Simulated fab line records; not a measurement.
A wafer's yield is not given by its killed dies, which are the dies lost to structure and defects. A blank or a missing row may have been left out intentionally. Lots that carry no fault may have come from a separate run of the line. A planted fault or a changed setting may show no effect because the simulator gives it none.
fab line records | flow gf180mcu
record lots=5 wafers=15 lastDay=34
route steps=602 shown M5@528 V5@540
lots that met no fault: taken from a fault-free run of the same line
startH: the number of hours between the record's first day and the start of the first shown wafer of the lot | waitH: how many hours have passed since the lot's step before this one | " unchanged from the row above | L1.1+2: a single row standing in for several wafers | - value missing, or start not given | * or withheld: withheld | < > ~ a bound
route shown NAME@n: a module of which the file shows steps, and the number in the route of the first | usual: the fault-free wafers' mean and standard deviation | same: alike in all rows | chamber/n: place in a boat | sites: readings site by site | _std_site: standard deviation of those values | _edge_site: outer sites' mean less inner sites' | radiusMm: how far each site lies from the wafer's centre | mask NAME#n: copy n | behind: tool/chamber where the wafer was last shaped | hold: the reason the lot was held/the length of the hold in hours/how it ended | device: whichever transistor did not switch (one of n, p or np) | end of line: tests of these same wafers at the route's end | a step without rows: its recipe alone | killed: the dies lost at the first sort to structure and to defects; this is not the yield of the wafer | map: the dies of a wafer, with x for killed, . for not killed, _ for no die there
set.NAME: setting as actually run; set.NAME@STEP: the setting as run at that earlier step | model.NAME: the simulator's own value behind a step, which no gauge read
lots seen at some steps along the route; tables by step, rows by wafer
services: when a tool's chamber went out of use (startH, in hours from the record's first day, below 0 if earlier), for how many hours, and the reason
## steps
# step GF_M5_COAT_02
# recipe resist=KrF spinRpm=withheld resistThkNm=1000
# usual exhaustPa=45.0/0.82
# columns lot.wafer tool chamber startH waitH exhaustPa
L075.1 lithoTrack-02 0 603.93 0.1 46.4
L075.3 " 0 " " 44.8
L075.5 " 0 " " 45.7
L076.3 lithoTrack-04 0 606.72 0.1 45.1
L076.4 " 0 " " 45.5
L076.5 " 0 " " 44.6
L085.2 lithoTrack-04 0 685.95 0.1 46.1
L085.3 " 0 " " 44.6
L085.4 " 0 " " 45.0
L088.2 lithoTrack-04 0 701.55 0.1 43.3
L088.4 " 0 " " 45.9
L088.6 " 0 " " 44.2
L097.1 lithoTrack-03 0 752.89 0.1 44.9
L097.2 " 0 " " 44.5
L097.3 " 0 " " 44.7
# step GF_M5_SOFTBAKE_03
# recipe tempC=130 timeS=60 resist=KrF
# usual exhaustPa=45.0/0.85 plateTempC=130.01/0.13
# columns lot.wafer tool chamber startH waitH exhaustPa plateTempC
L075.1 lithoTrack-02 0 604.08 0.1 45.3 130.12
L075.3 " 0 " " 44.3 130.19
L075.5 " 0 " " 45.3 130.10
L076.3 lithoTrack-04 0 606.87 0.1 46.0 129.93
L076.4 " 0 " " 44.4 130.13
L076.5 " 0 " " 44.5 130.02
L085.2 lithoTrack-04 0 686.10 0.1 45.6 130.05
L085.3 " 0 " " 46.0 130.03
L085.4 " 0 " " 44.5 129.99
L088.2 lithoTrack-04 0 701.70 0.1 45.1 129.85
L088.4 " 0 " " 46.1 130.12
L088.6 " 0 " " 44.5 129.93
L097.1 lithoTrack-03 0 753.04 0.1 44.7 130.05
L097.2 " 0 " " 43.8 130.04
L097.3 " 0 " " 45.8 129.91
# step GF_M5_EXPOSE_04
# recipe maskId=Metal5 targetCdNm=280 na=0.68 sourceShape=conventional sigmaOuter=0.6 doseMj=28
# usual stageVelMmS=499.99/0.27
# columns lot.wafer tool chamber startH waitH mask stageVelMmS
L075.1 krfScanner-01 0 - - Metal5#0 500.19
L075.3 " 0 " " Metal5#0 499.87
L075.5 " 0 " " Metal5#0 500.15
L076.3 krfScanner-02 0 - - Metal5#0 500.14
L076.4 " 0 " " Metal5#0 500.07
L076.5 " 0 " " Metal5#0 499.73
L085.2 krfScanner-01 0 - - Metal5#0 500.17
L085.3 " 0 " " Metal5#0 500.20
L085.4 " 0 " " Metal5#0 499.98
L088.2 krfScanner-02 0 - - Metal5#0 500.00
L088.4 " 0 " " Metal5#0 499.99
L088.6 " 0 " " Metal5#0 499.92
L097.1 krfScanner-02 0 - - Metal5#0 499.81
L097.2 " 0 " " Metal5#0 499.83
L097.3 " 0 " " Metal5#0 499.68
# step GF_M5_PEB_05
# recipe pebTempC=135 pebTimeS=90 resist=KrF
# usual exhaustPa=44.8/0.94 plateTempC=135.01/0.13
# columns lot.wafer tool chamber startH waitH exhaustPa plateTempC
L075.1 lithoTrack-04 0 - - 44.6 134.88
L075.3 " 0 " " 45.9 134.93
L075.5 " 0 " " 46.0 134.93
L076.3 lithoTrack-04 0 - - 44.4 134.98
L076.4 " 0 " " 43.8 135.09
L076.5 " 0 " " 45.4 134.96
L085.2 lithoTrack-02 0 - - 46.1 134.91
L085.3 " 0 " " 45.1 135.09
L085.4 " 0 " " 45.6 135.04
L088.2 lithoTrack-04 0 - - 46.0 134.89
L088.4 " 0 " " 45.2 134.98
L088.6 " 0 " " 44.9 135.21
L097.1 lithoTrack-04 0 - - 44.5 135.09
L097.2 " 0 " " 46.2 135.05
L097.3 " 0 " " 45.9 134.96
# step GF_M5_DEVELOP_06
# recipe developTimeS=60 devTempC=21
# usual exhaustPa=45.1/1
# columns lot.wafer tool chamber startH waitH exhaustPa
L075.1 lithoTrack-04 0 614.82 0.2 44.6
L075.3 " 0 " " 44.0
L075.5 " 0 " " 45.5
L076.3 lithoTrack-04 0 617.32 0.1 46.4
L076.4 " 0 " " 46.1
L076.5 " 0 " " 46.6
L085.2 lithoTrack-02 0 694.66 0.2 45.5
L085.3 " 0 " " 45.4
L085.4 " 0 " " 44.5
L088.2 lithoTrack-04 0 711.35 0.2 46.1
L088.4 " 0 " " 46.4
L088.6 " 0 " " 45.7
L097.1 lithoTrack-04 0 761.52 0.2 45.3
L097.2 " 0 " " 44.2
L097.3 " 0 " " 44.1
# step GF_M5_CD_MEAS_07
# recipe targetCdNm=280
# usual cdNm=279.8/1.2
# columns lot.wafer tool chamber startH waitH cdNm
L075.1 cdSem-01 - 614.97 0.1 279.7
L075.3 " - " " 278.7
L075.5 " - " " 279.8
L076.3 cdSem-02 - 617.46 0.1 282.1
L076.4 " - " " 280.4
L076.5 " - " " 280.7
L085.2 cdSem-01 - 694.80 0.1 278.5
L085.3 " - " " 279.6
L085.4 " - " " 279.6
L088.2 cdSem-02 - 711.49 0.1 278.3
L088.4 " - " " 278.9
L088.6 " - " " 279.5
L097.1 cdSem-02 - 761.67 0.1 281.2
L097.2 " - " " 281.9
L097.3 " - " " 281.3
# step GF_M5_OVL_MEAS_08
# usual M5_OVL=0/5.7
# columns lot.wafer tool chamber startH waitH M5_OVL[nm]
L075.1 overlay-02 - 615.09 0.1 -5
L075.3 " - " " -2
L075.5 " - " " -1
L076.3 overlay-01 - 617.55 0.1 1
L076.4 " - " " -5
L076.5 " - " " 1
L085.2 overlay-02 - 694.91 0.1 0
L085.3 " - " " 0
L085.4 " - " " 0
L088.2 overlay-02 - 711.60 0.1 -5
L088.4 " - " " -8
L088.6 " - " " 0
L097.1 overlay-01 - 761.79 0.1 -3
L097.2 " - " " -2
L097.3 " - " " -3
# step GF_M5_ETCH_09
# recipe chemistry=CF4/O2 target=Si3N4 targetDepthNm=52 sourceW=800 biasW=150 pressureMtorr=150 cf4FlowSccm=80 O2_flow_sccm=10 timeS=11.6
# usual cf4FlowSccm=80.00/0.26 drypumpMotorCurrentA=5.9/0.41 oesProductAu=0.998/0.0077 rfFwdPowerW=783/4 throttleValvePct=5.969/0.0094
# columns lot.wafer tool chamber startH waitH cf4FlowSccm drypumpMotorCurrentA oesProductAu rfFwdPowerW rfHoursCounterH throttleValvePct
L075.1 rieDiel-01 1 615.13 0.0 79.96 5.6 1.002 781 71 5.969
L075.3 " 2 " " 79.90 5.7 1.003 779 22 5.981
L075.5 " 1 " " 80.09 5.6 1.011 780 - 5.970
L076.3 rieDiel-04 3 617.58 0.0 80.13 5.8 1.005 785 10 5.976
L076.4 " 2 " " 80.22 5.7 1.001 790 - 5.968
L076.5 " 1 " " 79.88 6.5 1.015 778 - 5.986
L085.2 rieDiel-01 3 694.94 0.0 79.80 5.5 0.993 783 5 5.959
L085.3 " 2 " " 79.56 5.7 1.004 785 25 5.980
L085.4 " 3 " " 79.79 5.5 0.996 782 - 5.960
L088.2 rieDiel-02 2 711.63 0.0 80.54 5.2 0.986 780 11 5.956
L088.4 " 3 " " 80.02 5.9 1.002 780 47 5.960
L088.6 " 0 " " 79.69 5.4 0.990 785 - 5.957
L097.1 rieDiel-04 2 761.83 0.0 80.12 5.6 1.000 785 10 5.974
L097.2 " 0 " " 79.74 6.4 1.005 788 6 5.982
L097.3 " 3 " " 80.02 5.8 1.004 786 17 5.974
# step GF_M5_METAL_ETCH_10
# recipe chemistry=Cl2/BCl3 maskMaterial=KrF targetDepthNm=627.5 stopOn=SiO2 pressureMtorr=8 icpW=800 biasW=140 Cl2_flow_sccm=80 bcl3FlowSccm=40 timeS=104.6
# usual drypumpMotorCurrentA=5.9/0.44 oesProductAu=0.971/0.0055 rfFwdPowerW=796/3.2 throttleValvePct=28.248/0.01
# columns lot.wafer tool chamber startH waitH drypumpMotorCurrentA oesProductAu rfFwdPowerW rfHoursCounterH throttleValvePct
L075.1 rieMetal-04 1 615.15 0.0 5.9 0.963 798 2 28.244
L075.3 " 1 " " 5.9 0.970 796 - 28.257
L075.5 " 1 " " 5.9 0.963 801 - 28.258
L076.3 rieMetal-01 0 617.64 0.0 6.0 0.965 800 - 28.265
L076.4 " 1 " " 5.2 0.963 790 - 28.246
L076.5 " 1 " " 5.2 0.965 790 - 28.250
L085.2 rieMetal-04 1 694.96 0.0 5.9 0.977 794 6 28.240
L085.3 " 1 " " 5.9 0.969 796 - 28.256
L085.4 " 0 " " 6.7 0.970 797 - 28.235
L088.2 rieMetal-03 1 711.69 0.0 5.5 0.976 794 - 28.254
L088.4 " 1 " " 5.5 0.974 792 - 28.268
L088.6 " 1 " " 5.5 0.965 797 - 28.251
L097.1 rieMetal-03 1 761.85 0.0 5.5 0.960 795 10 28.260
L097.2 " 0 " " 5.6 0.967 797 2 28.243
L097.3 " 1 " " 5.5 0.968 797 - 28.252
# step GF_M5_STRIP_11
# recipe chemistry=O2/N2 powerW=1400 pressureMtorr=1500 platenTempC=250 o2FlowSccm=3000 n2FlowSccm=300 overashFraction=0.5
# usual drypumpMotorCurrentA=5.6/0.32 heaterPowerW=343/55 oesProductAu=0.544/0.0049 stripTimeToEndpointS=7.53/0.04
# columns lot.wafer tool chamber startH waitH drypumpMotorCurrentA heaterPowerW oesProductAu rfHoursCounterH stripTimeToEndpointS
L075.1 plasmaAsher-01 0 615.26 0.1 5.7 365 0.537 50 7.45
L075.3 " 1 " " 5.3 395 0.541 - 7.47
L075.5 " 1 " " 5.3 383 0.541 - 7.44
L076.3 plasmaAsher-01 1 617.75 0.1 5.3 391 0.547 - 7.60
L076.4 " 0 " " 5.7 372 0.547 - 7.61
L076.5 " 0 " " 5.7 369 0.539 - 7.51
L085.2 plasmaAsher-03 1 695.07 0.1 5.9 442 0.552 90 7.56
L085.3 " 0 " " 5.4 287 0.542 - 7.54
L085.4 " 1 " " 5.8 427 0.542 - 7.54
L088.2 plasmaAsher-03 1 711.87 0.1 5.9 429 0.543 92 7.54
L088.4 " 1 " " 5.9 441 0.544 - 7.51
L088.6 " 0 " " 5.4 286 0.542 - 7.58
L097.1 plasmaAsher-04 1 761.96 0.1 6.1 290 0.536 35 7.54
L097.2 " 0 " " 5.2 337 0.542 35 7.54
L097.3 " 1 " " 6.0 276 0.544 - 7.57
# step GF_M5_STRIP_12
# recipe chemistry=postEtchResidueRemover timeS=1200 tempC=72.5
# columns lot.wafer tool chamber startH waitH
L075.1+3+5 wetBench-01 1 615.48 0.2
L076.3+4+5 wetBench-03 3 617.81 0.0
L085.2+3+4 wetBench-01 2 695.17 0.1
L088.2+4+6 wetBench-01 1 711.97 0.1
L097.1+2+3 wetBench-04 1 762.06 0.1
# step GF_M5_CLEAN_13
# recipe chemistry=DIW dry=n2Spin
# columns lot.wafer tool chamber startH waitH
L075.1+3+5 wetBench-04 2 615.84 0.0
L076.3+4+5 wetBench-01 0 618.19 0.0
L085.2+3+4 wetBench-03 3 695.58 0.0
L088.2+4+6 wetBench-01 2 712.38 0.0
L097.1+2+3 wetBench-04 1 762.45 0.1
# step GF_V5_CVD_00
# recipe material=SiO2 targetThkNm=300 sigmaOpenFrac=0.3 tempC=400 timeS=50 sih4FlowSccm=60 pressureMtorr=6
# usual pressureMtorr=5.999/0.012
# columns lot.wafer tool chamber startH waitH pressureMtorr
L075.1 hdpcvd-02 0 615.94 0.0 6.004
L075.3 " 1 " " 6.021
L075.5 " 1 " " 6.009
L076.3 hdpcvd-01 1 618.29 0.0 5.989
L076.4 " 2 " " 6.000
L076.5 " 0 " " 5.996
L085.2 hdpcvd-02 1 695.67 0.0 5.988
L085.3 " 0 " " 5.987
L085.4 " 0 " " 5.990
L088.2 hdpcvd-02 1 712.49 0.0 5.991
L088.4 " 1 " " 6.013
L088.6 " 2 " " 6.011
L097.1 hdpcvd-01 1 762.54 0.0 6.012
L097.2 " 2 " " 6.000
L097.3 " 0 " " 6.005
# step GF_V5_THK_MEAS_01
# recipe reads=SiO2_of_V5_CVD_00
# usual V5_CVD_00_THK=300/3
# columns lot.wafer tool chamber startH waitH V5_CVD_00_THK[nm]
L075.1 filmMetro-01 - 615.98 0.0 299
L075.3 " - " " 302
L075.5 " - " " 297
L076.3 filmMetro-01 - 618.35 0.0 303
L076.4 " - " " 302
L076.5 " - " " 306
L085.2 filmMetro-04 - 695.73 0.0 301
L085.3 " - " " 302
L085.4 " - " " 299
L088.2 filmMetro-02 - 712.54 0.0 302
L088.4 " - " " 303
L088.6 " - " " 299
L097.1 filmMetro-01 - 762.59 0.0 303
L097.2 " - " " 302
L097.3 " - " " 303
# step GF_V5_CVD_02
# recipe material=SiO2 targetThkNm=1450 precursor=TEOS tempC=400 timeS=163.28 rfW=600
# usual heaterPowerW=598/94 rfFwdPowerW=597.8/2.2
# columns lot.wafer tool chamber startH waitH heaterPowerW rfFwdPowerW
L075.1 pecvd-01 0 616.04 0.1 636 598.7
L075.3 " 2 " " 468 595.8
L075.5 " 0 " " 687 598.9
L076.3 pecvd-01 1 618.39 0.0 722 594.0
L076.4 " 0 " " 677 599.9
L076.5 " 2 " " 545 600.7
L085.2 pecvd-02 0 695.78 0.0 502 603.9
L085.3 " 1 " " 721 596.5
L085.4 " 1 " " 585 594.1
L088.2 pecvd-01 0 712.59 0.0 665 601.4
L088.4 " 1 " " 752 595.2
L088.6 " 0 " " 551 600.4
L097.1 pecvd-01 0 762.65 0.1 694 600.3
L097.2 " 2 " " 523 596.8
L097.3 " 1 " " 774 595.8
# step GF_V5_THK_MEAS_03
# recipe reads=SiO2_of_V5_CVD_02
# usual V5_CVD_02_THK=1454/15
# columns lot.wafer tool chamber startH waitH V5_CVD_02_THK[nm]
L075.1 filmMetro-01 - 616.15 0.1 1450
L075.3 " - " " 1441
L075.5 " - " " 1462
L076.3 filmMetro-01 - 618.52 0.1 1442
L076.4 " - " " 1456
L076.5 " - " " 1464
L085.2 filmMetro-01 - 695.89 0.1 1452
L085.3 " - " " 1449
L085.4 " - " " 1486
L088.2 filmMetro-02 - 712.71 0.1 1462
L088.4 " - " " 1452
L088.6 " - " " 1470
L097.1 filmMetro-04 - 762.76 0.1 1440
L097.2 " - " " 1431
L097.3 " - " " 1451
# step GF_V5_CMP_04
# recipe material=SiO2 downForcePsi=4 platenRpm=60 padVelocityMS=0.94248
# usual motorCurrentA=11.8/1.2
# columns lot.wafer tool chamber startH waitH motorCurrentA
L075.1 cmp-02 2 616.21 0.1 11.2
L075.3 " 3 " " 13.4
L075.5 " 3 " " 13.7
L076.4 cmp-01 3 618.61 0.1 11.6
L076.3 " 0 " " 10.5
L076.5 " 3 " " 11.4
L085.2 cmp-01 3 695.94 0.0 11.0
L085.4 " 0 " " 11.4
L085.3 " 1 " " 11.5
L088.2 cmp-02 2 712.81 0.1 11.5
L088.4 " 0 " " 13.2
L088.6 " 1 " " 13.9
L097.1 cmp-01 1 762.82 0.1 11.2
L097.3 " 2 " " 11.3
L097.2 " 0 " " 10.6
# step GF_V5_BOW_MEAS_05
# recipe mode=bow
# usual V5_BOW=133/7.8
# columns lot.wafer tool chamber startH waitH V5_BOW[um]
L075.1 filmMetro-04 - 616.51 0.2 119
L075.3 " - " " 125
L075.5 " - " " 121
L076.3 filmMetro-02 - 618.90 0.2 139
L076.4 " - " " 142
L076.5 " - " " 136
L085.2 filmMetro-02 - 696.26 0.3 143
L085.3 " - " " 135
L085.4 " - " " 138
L088.2 filmMetro-01 - 713.08 0.2 127
L088.4 " - " " 136
L088.6 " - " " 127
L097.1 filmMetro-04 - 763.12 0.2 142
L097.2 " - " " 134
L097.3 " - " " 141
# step GF_V5_DEHYDRATE_06
# recipe tempC=200 timeS=60
# usual exhaustPa=44.9/0.96 plateTempC=200.01/0.14
# columns lot.wafer tool chamber startH waitH exhaustPa plateTempC
L075.1 lithoTrack-01 0 625.46 8.9 44.2 200.12
L075.3 " 0 " " 46.2 200.05
L075.5 " 0 " " 45.1 200.08
L076.3 lithoTrack-04 0 628.97 10.1 45.1 199.81
L076.4 " 0 " " 43.5 199.93
L076.5 " 0 " " 44.0 199.98
L085.2 lithoTrack-01 0 704.69 8.4 44.8 199.94
L085.3 " 0 " " 43.9 200.04
L085.4 " 0 " " 44.9 199.72
L088.2 lithoTrack-01 0 720.94 7.8 45.8 200.09
L088.4 " 0 " " 46.2 200.18
L088.6 " 0 " " 45.4 200.15
L097.1 lithoTrack-01 0 770.61 7.5 44.8 199.82
L097.2 " 0 " " 45.4 200.25
L097.3 " 0 " " 44.4 199.79
# step GF_V5_HMDS_07
# recipe primeTimeS=60 primeTempC=120
# usual exhaustPa=44.9/0.87
# columns lot.wafer tool chamber startH waitH exhaustPa
L075.1 lithoTrack-01 0 625.61 0.1 45.5
L075.3 " 0 " " 43.8
L075.5 " 0 " " 46.0
L076.3 lithoTrack-04 0 629.12 0.1 44.8
L076.4 " 0 " " 46.0
L076.5 " 0 " " 44.1
L085.2 lithoTrack-01 0 704.84 0.1 44.3
L085.3 " 0 " " 44.2
L085.4 " 0 " " 43.9
L088.2 lithoTrack-01 0 721.09 0.1 43.2
L088.4 " 0 " " 44.0
L088.6 " 0 " " 43.7
L097.1 lithoTrack-01 0 770.76 0.1 44.0
L097.2 " 0 " " 44.9
L097.3 " 0 " " 44.6
# step GF_V5_COAT_08
# recipe resist=BARC tempC=withheld timeS=withheld spinRpm=withheld resistThkNm=withheld
# usual exhaustPa=45.1/0.78
# columns lot.wafer tool chamber startH waitH exhaustPa
L075.1 lithoTrack-01 0 625.76 0.1 44.0
L075.3 " 0 " " 44.4
L075.5 " 0 " " 45.0
L076.3 lithoTrack-04 0 629.27 0.1 44.1
L076.4 " 0 " " 44.6
L076.5 " 0 " " 44.1
L085.2 lithoTrack-01 0 704.99 0.1 44.9
L085.3 " 0 " " 43.7
L085.4 " 0 " " 43.7
L088.2 lithoTrack-01 0 721.24 0.1 44.9
L088.4 " 0 " " 45.1
L088.6 " 0 " " 46.0
L097.1 lithoTrack-01 0 770.91 0.1 44.9
L097.2 " 0 " " 44.4
L097.3 " 0 " " 44.9
# step GF_V5_COAT_09
# recipe resist=KrF spinRpm=withheld resistThkNm=1000
# usual exhaustPa=45.0/0.9
# columns lot.wafer tool chamber startH waitH exhaustPa
L075.1 lithoTrack-01 0 - - 45.2
L075.3 " 0 " " 44.4
L075.5 " 0 " " 44.7
L076.3 lithoTrack-04 0 - - 45.0
L076.4 " 0 " " 45.1
L076.5 " 0 " " 45.9
L085.2 lithoTrack-01 0 - - 45.7
L085.3 " 0 " " 44.7
L085.4 " 0 " " 44.7
L088.2 lithoTrack-01 0 - - 46.6
L088.4 " 0 " " 47.1
L088.6 " 0 " " 47.1
L097.1 lithoTrack-01 0 - - 45.0
L097.2 " 0 " " 43.9
L097.3 " 0 " " 44.9
# step GF_V5_SOFTBAKE_10
# recipe tempC=130 timeS=60 resist=KrF
# usual exhaustPa=44.9/0.91 plateTempC=130.03/0.13
# columns lot.wafer tool chamber startH waitH exhaustPa plateTempC
L075.1 lithoTrack-01 0 - - 45.6 129.98
L075.3 " 0 " " 44.8 130.06
L075.5 " 0 " " 46.4 130.07
L076.3 lithoTrack-04 0 - - 44.9 130.17
L076.4 " 0 " " 45.0 130.15
L076.5 " 0 " " 44.8 129.90
L085.2 lithoTrack-01 0 - - 45.8 130.25
L085.3 " 0 " " 45.6 130.05
L085.4 " 0 " " 46.1 130.07
L088.2 lithoTrack-01 0 - - 45.9 130.17
L088.4 " 0 " " 45.3 130.35
L088.6 " 0 " " 44.4 129.99
L097.1 lithoTrack-01 0 - - 43.4 130.02
L097.2 " 0 " " 45.0 130.15
L097.3 " 0 " " 43.9 129.94
# step GF_V5_EXPOSE_11
# recipe maskId=Via5 targetCdNm=260 na=0.68 sourceShape=conventional sigmaOuter=0.6 doseMj=38
# usual stageVelMmS=500.03/0.24
# columns lot.wafer tool chamber startH waitH mask stageVelMmS
L075.1 krfScanner-02 0 - - Via5#0 500.28
L075.3 " 0 " " Via5#0 499.76
L075.5 " 0 " " Via5#0 499.83
L076.3 krfScanner-01 0 - - Via5#0 499.83
L076.4 " 0 " " Via5#0 499.72
L076.5 " 0 " " Via5#0 499.84
L085.2 krfScanner-02 0 - - Via5#0 500.20
L085.3 " 0 " " Via5#0 499.95
L085.4 " 0 " " Via5#0 499.87
L088.2 krfScanner-02 0 - - Via5#0 499.93
L088.4 " 0 " " Via5#0 499.95
L088.6 " 0 " " Via5#0 500.44
L097.1 krfScanner-02 0 - - Via5#0 500.05
L097.2 " 0 " " Via5#0 499.85
L097.3 " 0 " " Via5#0 499.76
# step GF_V5_PEB_12
# recipe pebTempC=135 pebTimeS=90 resist=KrF
# usual exhaustPa=45.0/0.9 plateTempC=135.01/0.13
# columns lot.wafer tool chamber startH waitH exhaustPa plateTempC
L075.1 lithoTrack-03 0 - - 45.5 135.03
L075.3 " 0 " " 45.6 135.09
L075.5 " 0 " " 45.1 135.08
L076.3 lithoTrack-01 0 - - 44.5 134.96
L076.4 " 0 " " 44.8 134.94
L076.5 " 0 " " 45.4 134.94
L085.2 lithoTrack-04 0 - - 45.7 135.13
L085.3 " 0 " " 45.0 134.85
L085.4 " 0 " " 44.9 135.00
L088.2 lithoTrack-01 0 - - 44.6 134.89
L088.4 " 0 " " 44.3 135.09
L088.6 " 0 " " 45.1 134.90
L097.1 lithoTrack-01 0 - - 45.2 134.97
L097.2 " 0 " " 46.3 135.19
L097.3 " 0 " " 46.0 135.13
# step GF_V5_DEVELOP_13
# recipe developTimeS=60 resist=KrF devTempC=21
# usual exhaustPa=45.1/0.86
# columns lot.wafer tool chamber startH waitH exhaustPa
L075.1 lithoTrack-03 0 636.29 0.2 45.2
L075.3 " 0 " " 45.1
L075.5 " 0 " " 45.4
L076.3 lithoTrack-01 0 639.56 0.1 45.7
L076.4 " 0 " " 45.3
L076.5 " 0 " " 43.8
L085.2 lithoTrack-04 0 714.00 0.2 44.3
L085.3 " 0 " " 44.7
L085.4 " 0 " " 43.2
L088.2 lithoTrack-01 0 730.19 0.2 46.4
L088.4 " 0 " " 46.7
L088.6 " 0 " " 45.6
L097.1 lithoTrack-01 0 778.91 0.2 44.3
L097.2 " 0 " " 44.8
L097.3 " 0 " " 46.1
# step GF_V5_CD_MEAS_14
# recipe targetCdNm=260
# usual cdNm=260.1/1.2
# columns lot.wafer tool chamber startH waitH cdNm
L075.1 cdSem-01 - 636.44 0.1 260.5
L075.3 " - " " 262.3
L075.5 " - " " 260.8
L076.3 cdSem-02 - 639.70 0.1 261.6
L076.4 " - " " 259.8
L076.5 " - " " 259.9
L085.2 cdSem-02 - 714.14 0.1 256.7
L085.3 " - " " 257.3
L085.4 " - " " 257.4
L088.2 cdSem-02 - 730.33 0.1 259.9
L088.4 " - " " 260.2
L088.6 " - " " 261.4
L097.1 cdSem-01 - 779.06 0.1 260.2
L097.2 " - " " 260.8
L097.3 " - " " 260.6
# step GF_V5_OVL_MEAS_15
# usual V5_OVL=3/5.8
# columns lot.wafer tool chamber startH waitH V5_OVL[nm]
L075.1 overlay-02 - 636.56 0.1 6
L075.3 " - " " 7
L075.5 " - " " 7
L076.3 overlay-01 - 639.79 0.1 -3
L076.4 " - " " 5
L076.5 " - " " -5
L085.2 overlay-01 - 714.25 0.1 1
L085.3 " - " " 1
L085.4 " - " " 3
L088.2 overlay-02 - 730.44 0.1 15
L088.4 " - " " 18
L088.6 " - " " 20
L097.1 overlay-01 - 779.18 0.1 -2
L097.2 " - " " 5
L097.3 " - " " 5
# step GF_V5_ETCH_16
# recipe chemistry=N2/H2 targetDepthA=withheld overetchA=withheld timeS=withheld target=BARC ionEnergyEv=200 sourceW=500 biasW=100 pressureMtorr=30 n2FlowSccm=100 h2FlowSccm=200
# usual drypumpMotorCurrentA=5.8/0.48 oesProductAu=0.855/0.0049 rfFwdPowerW=494.6/2.3 throttleValvePct=13.225/0.0095
# columns lot.wafer tool chamber startH waitH drypumpMotorCurrentA oesProductAu rfFwdPowerW throttleValvePct
L075.1 rieDiel-03 3 636.60 0.0 5.5 0.864 496.5 13.228
L075.3 " 2 " " 5.2 0.857 492.9 13.220
L075.5 " 2 " " 5.2 0.862 494.1 13.220
L076.3 rieDiel-03 2 639.82 0.0 5.2 0.837 491.2 13.238
L076.4 " 0 " " 6.3 0.858 499.0 13.230
L076.5 " 2 " " 5.2 0.842 491.0 13.214
L085.2 rieDiel-02 0 714.28 0.0 5.4 0.848 494.6 13.232
L085.3 " 1 " " 6.3 0.849 494.0 13.223
L085.4 " 2 " " 5.3 0.859 489.8 13.224
L088.2 rieDiel-04 2 730.47 0.0 5.6 0.857 495.9 13.234
L088.4 " 3 " " 5.8 0.860 493.7 13.205
L088.6 " 2 " " 5.7 0.859 496.5 13.203
L097.1 rieDiel-04 3 779.22 0.0 5.8 0.856 496.1 13.219
L097.2 " 0 " " 6.4 0.850 496.0 13.223
L097.3 " 2 " " 5.6 0.862 493.9 13.234
# step GF_V5_ETCH_17
# recipe chemistry=C4F8/O2/Ar maskMaterial=KrF target=SiO2 stopOn=TiN sourceW=1500 biasW=1200 pressureMtorr=40 c4f8FlowSccm=withheld O2_flow_sccm=6 Ar_flow_sccm=300 timeS=withheld targetDepthA=8550
# usual oesProductAu=0.859/0.005 rfFwdPowerW=1493/5.3
# columns lot.wafer tool chamber startH waitH oesProductAu rfFwdPowerW
L075.1 rieDiel-03 3 - - 0.853 1501
L075.3 " 2 " " 0.862 1493
L075.5 " 2 " " 0.855 1492
L076.3 rieDiel-03 2 - - 0.867 1492
L076.4 " 0 " " 0.867 1493
L076.5 " 2 " " 0.865 1494
L085.2 rieDiel-02 0 - - 0.855 1494
L085.3 " 1 " " 0.859 1485
L085.4 " 2 " " 0.856 1486
L088.2 rieDiel-04 2 - - 0.857 1491
L088.4 " 3 " " 0.866 1486
L088.6 " 2 " " 0.865 1494
L097.1 rieDiel-04 3 - - 0.859 1488
L097.2 " 0 " " 0.861 1496
L097.3 " 2 " " 0.862 1504
# step GF_V5_STRIP_18
# recipe chemistry=O2/N2 powerW=1400 pressureMtorr=1500 platenTempC=250 o2FlowSccm=3000 n2FlowSccm=300 overashFraction=0.5
# usual drypumpMotorCurrentA=5.52/0.26 heaterPowerW=360/52 oesProductAu=0.569/0.0047
# columns lot.wafer tool chamber startH waitH drypumpMotorCurrentA heaterPowerW oesProductAu rfHoursCounterH
L075.1 plasmaAsher-03 0 636.75 - 5.40 281 0.569 84
L075.3 " 1 " " 5.86 428 0.567 -
L075.5 " 1 " " 5.87 434 0.568 -
L076.3 plasmaAsher-01 1 640.00 - 5.33 395 0.568 -
L076.4 " 0 " " 5.66 373 0.570 -
L076.5 " 1 " " 5.34 379 0.569 -
L085.2 plasmaAsher-01 0 714.43 - 5.74 369 0.574 60
L085.3 " 0 " " 5.74 367 0.568 -
L085.4 " 1 " " 5.32 383 0.572 -
L088.2 plasmaAsher-03 1 730.62 - 5.87 436 0.567 94
L088.4 " 0 " " 5.35 287 0.560 -
L088.6 " 1 " " 5.87 436 0.572 -
L097.1 plasmaAsher-03 0 779.37 - 5.39 272 0.574 99
L097.2 " 1 " " 5.85 437 0.567 99
L097.3 " 0 " " 5.41 293 0.570 -
# step GF_V5_STRIP_19
# recipe chemistry=postEtchResidueRemover timeS=1200 tempC=72.5
# columns lot.wafer tool chamber startH waitH
L075.1+3+5 wetBench-01 0 636.85 0.1
L076.3+4+5 wetBench-01 1 640.07 0.0
L085.2+3+4 wetBench-01 0 714.53 0.1
L088.2+4+6 wetBench-02 2 730.72 0.1
L097.1+2+3 wetBench-01 1 779.47 0.1
# step GF_V5_CLEAN_20
# recipe chemistry=DIW dry=n2Spin
# columns lot.wafer tool chamber startH waitH
L075.1+3+5 wetBench-02 2 637.19 0.0
L076.3+4+5 wetBench-02 1 640.41 0.0
L085.2+3+4 wetBench-04 0 714.94 0.0
L088.2+4+6 wetBench-04 2 731.06 0.0
L097.1+2+3 wetBench-04 3 779.84 0.0
## services
# columns tool chamber startH hours kind
hdpcvd-02 - 582.13 15.3 repair
pecvd-01 - 591.12 14.0 pm
krfScanner-02 - 591.51 6.2 repair
cmp-01 - 591.56 3.6 repair
rieDiel-04 3 592.32 11.7 repair
rieDiel-03 1 599.32 7.8 repair
rieDiel-03 3 611.80 6.4 repair
rieDiel-03 2 612.10 13.2 repair
plasmaAsher-01 - 618.88 1.8 repair
krfScanner-01 - 625.48 1.3 pm
krfScanner-01 - 628.23 1.0 pm
rieDiel-02 3 629.25 7.6 repair
rieDiel-02 - 636.85 0.9 repair
rieDiel-04 - 637.77 0.2 repair
hdpcvd-02 - 638.07 0.9 repair
rieDiel-04 2 656.61 6.1 repair
krfScanner-02 - 660.56 1.3 pm
rieDiel-03 - 695.74 15.6 pm
krfScanner-01 - 700.26 0.7 repair
krfScanner-02 - 705.97 1.0 pm
krfScanner-01 - 708.56 4.4 pm
krfScanner-02 - 727.56 0.8 pm
krfScanner-01 - 729.64 0.8 pm
rieDiel-04 1 736.39 3.0 repair
## key
fault none
